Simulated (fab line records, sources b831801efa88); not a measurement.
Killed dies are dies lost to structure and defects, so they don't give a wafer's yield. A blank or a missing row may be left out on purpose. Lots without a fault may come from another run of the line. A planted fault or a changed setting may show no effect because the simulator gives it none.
Which tool did it? | flow sky130 | 12 lots, 36 wafers sampled, at 4 steps of a route of 708

WHAT THE GAUGES READ, wafer by wafer
SKY_DNWELL_TW_MEAS_09. Usual: DNWELL_TW 1105, standard deviation 13.
lot  | measured    | on            | DNWELL_TW                     | flag
L624 | day 3 07:13 | film_metro-02 | 1105 1107 1111                |
L625 | day 3 13:04 | film_metro-01 | 1088 1093 1091                |
L626 | day 3 17:19 | film_metro-03 | 1110 1114 1115                |
L629 | day 4 09:41 | film_metro-03 | 1123 1127 1130                |
L630 | day 4 14:48 | film_metro-02 | 1106 1105 1110                |
L635 | day 5 19:14 | film_metro-03 | 1129 1126 1120                |
L636 | day 6 00:08 | film_metro-02 | 1112 1107 1108                |
L638 | day 6 10:58 | film_metro-02 | 1103 1100 1102                |
L641 | day 7 04:13 | film_metro-02 | 1166 1163 1163 1166 1168 1161 | OFF
L642 | day 7 08:22 | film_metro-03 | 1175 1173 1172 1175 1175 1176 | OFF
L643 | day 7 10:57 | film_metro-02 | 1101 1107 1105                |
L644 | day 7 18:20 | film_metro-02 | 1115 1103 1109                |

WHICH TOOL RAN EACH LOT (tool, then ch and the chambers of the sampled wafers, then the start)
lot  | SKY_FIELD_ISO_ETCH_15             | SKY_FIELD_ISO_STRIP_16              | SKY_DNWELL_IMPLANT_07
L624 | rie_diel-02 ch 0,1,3, day 2 08:17 | plasma_asher-01 ch 0,1, day 2 08:21 | implanter-02 ch 0, day 3 06:58
L625 | rie_diel-01 ch 1,2, day 2 14:44   | plasma_asher-01 ch 0,1, day 2 14:47 | implanter-02 ch 0, day 3 12:49
L626 | rie_diel-01 ch 0,1,2, day 2 17:30 | plasma_asher-04 ch 0,1, day 2 17:33 | implanter-02 ch 0, day 3 17:04
L629 | rie_diel-04 ch 1,2,3, day 3 08:05 | plasma_asher-01 ch 0,1, day 3 08:10 | implanter-02 ch 0, day 4 09:28
L630 | rie_diel-04 ch 1,2,3, day 3 11:44 | plasma_asher-04 ch 0,1, day 3 11:48 | implanter-01 ch 0, day 4 14:34
L635 | rie_diel-01 ch 0,1,2, day 4 15:42 | plasma_asher-01 ch 0,1, day 4 15:45 | implanter-04 ch 0, day 5 18:59
L636 | rie_diel-02 ch 0,3, day 4 21:03   | plasma_asher-03 ch 0, day 4 21:06   | implanter-01 ch 0, day 5 23:53
L638 | rie_diel-01 ch 0,1,3, day 5 06:27 | plasma_asher-04 ch 0,1, day 5 06:32 | implanter-04 ch 0, day 6 10:44
L641 | rie_diel-02 ch 0,1, day 6 00:02   | plasma_asher-03 ch 0,1, day 6 00:05 | implanter-01 ch 0, day 7 03:58
L642 | rie_diel-04 ch 0,2,3, day 6 04:08 | plasma_asher-04 ch 0,1, day 6 04:12 | implanter-01 ch 0, day 7 08:07
L643 | rie_diel-01 ch 0,1,2, day 6 07:20 | plasma_asher-04 ch 0,1, day 6 07:24 | implanter-02 ch 0, day 7 10:43
L644 | rie_diel-04 ch 0,2,3, day 6 14:02 | plasma_asher-03 ch 0,1, day 6 14:05 | implanter-02 ch 0, day 7 18:06
- SKY_FIELD_ISO_ETCH_15: etches the open film in CHF3/O2, stops on Si, target depth 180 nm, time 72 s.
- SKY_FIELD_ISO_STRIP_16: strips in O2/N2.
- SKY_DNWELL_IMPLANT_07

WHAT THE TOOLS THEMSELVES READ (means of the sampled wafers that have a number; where no wafer has one, the mark that the record gives instead)
SKY_FIELD_ISO_ETCH_15. Usual: drypump_motor_current_A 5.8 A, standard deviation 0.52; oes_product_au 0.947 a.u., standard deviation 0.0066; throttle_valve_pct 8.845 %, standard deviation 0.0089.
lot  | tool        | drypump_motor_current_A (A) | oes_product_au (a.u.) | throttle_valve_pct (%) | flag
L624 | rie_diel-02 | 5.9                         | 0.947                 | 8.850                  |
L625 | rie_diel-01 | 5.8                         | 0.948                 | 8.844                  |
L626 | rie_diel-01 | 6.0                         | 0.947                 | 8.838                  |
L629 | rie_diel-04 | 5.3                         | 0.949                 | 8.841                  |
L630 | rie_diel-04 | 5.3                         | 0.938                 | 8.845                  |
L635 | rie_diel-01 | 6.0                         | 0.950                 | 8.848                  |
L636 | rie_diel-02 | 6.1                         | 0.940                 | 8.846                  |
L638 | rie_diel-01 | 5.9                         | 0.946                 | 8.849                  |
L641 | rie_diel-02 | 5.9                         | 0.939                 | 8.836                  |
L642 | rie_diel-04 | 5.5                         | 0.945                 | 8.847                  |
L643 | rie_diel-01 | 6.0                         | 0.948                 | 8.851                  |
L644 | rie_diel-04 | 5.6                         | 0.948                 | 8.847                  |

SKY_FIELD_ISO_STRIP_16. Usual: drypump_motor_current_A 6.0 A, standard deviation 0.39; oes_product_au 0.379 a.u., standard deviation 0.0047; strip_time_to_endpoint_s 3.57 s, standard deviation 0.042.
lot  | tool            | drypump_motor_current_A (A) | oes_product_au (a.u.) | strip_time_to_endpoint_s (s) | flag
L624 | plasma_asher-01 | 6.0                         | 0.373                 | 3.56                         |
L625 | plasma_asher-01 | 6.0                         | 0.377                 | 3.57                         |
L626 | plasma_asher-04 | 6.1                         | 0.381                 | 3.57                         |
L629 | plasma_asher-01 | 6.0                         | 0.380                 | 3.57                         |
L630 | plasma_asher-04 | 6.2                         | 0.379                 | 3.58                         |
L635 | plasma_asher-01 | 5.6                         | 0.385                 | 3.59                         |
L636 | plasma_asher-03 | 6.1                         | 0.377                 | 3.57                         |
L638 | plasma_asher-04 | 6.1                         | 0.380                 | 3.56                         |
L641 | plasma_asher-03 | 6.1                         | 0.380                 | 3.62                         |
L642 | plasma_asher-04 | 6.2                         | 0.381                 | 3.58                         |
L643 | plasma_asher-04 | 6.3                         | 0.380                 | 3.59                         |
L644 | plasma_asher-03 | 6.1                         | 0.380                 | 3.58                         |

THE ANSWER, worked out from the rows above alone
Rule: a lot is off if the mean of its wafers that have a number lies more than 3 standard deviations from the usual mean. A lot without any number at a reading at which 4 lots or more have one is off too. The other lots that the step has rows for count as sound. The gauges are gone through in route order, then the tools' own readings, and for those a lot's mean is taken as printed above. The first step at which some lot is off is used, and at that step the reading that is off furthest; a lot without a number counts as furthest.
Off: L641, L642, at SKY_DNWELL_TW_MEAS_09 (DNWELL_TW).
A tool fits if, at a process step before that reading, it ran every lot that is off, and no sound lot after the first of them. The gauges at SKY_DNWELL_TW_MEAS_09 are tried like those tools. One fits: implanter-01 at SKY_DNWELL_IMPLANT_07. Its last sound lot is L636 (day 5 23:53), its first lot that is off L641 (day 7 03:58): a fault that began between those two fits.

WHAT THE SIMULATOR HAD PUT IN
Process parameter drift: implanter-01, from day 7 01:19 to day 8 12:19, at SKY_DNWELL_IMPLANT_07. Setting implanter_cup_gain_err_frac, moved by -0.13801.
Lots struck among those shown: L641, L642. The rule above found the same.
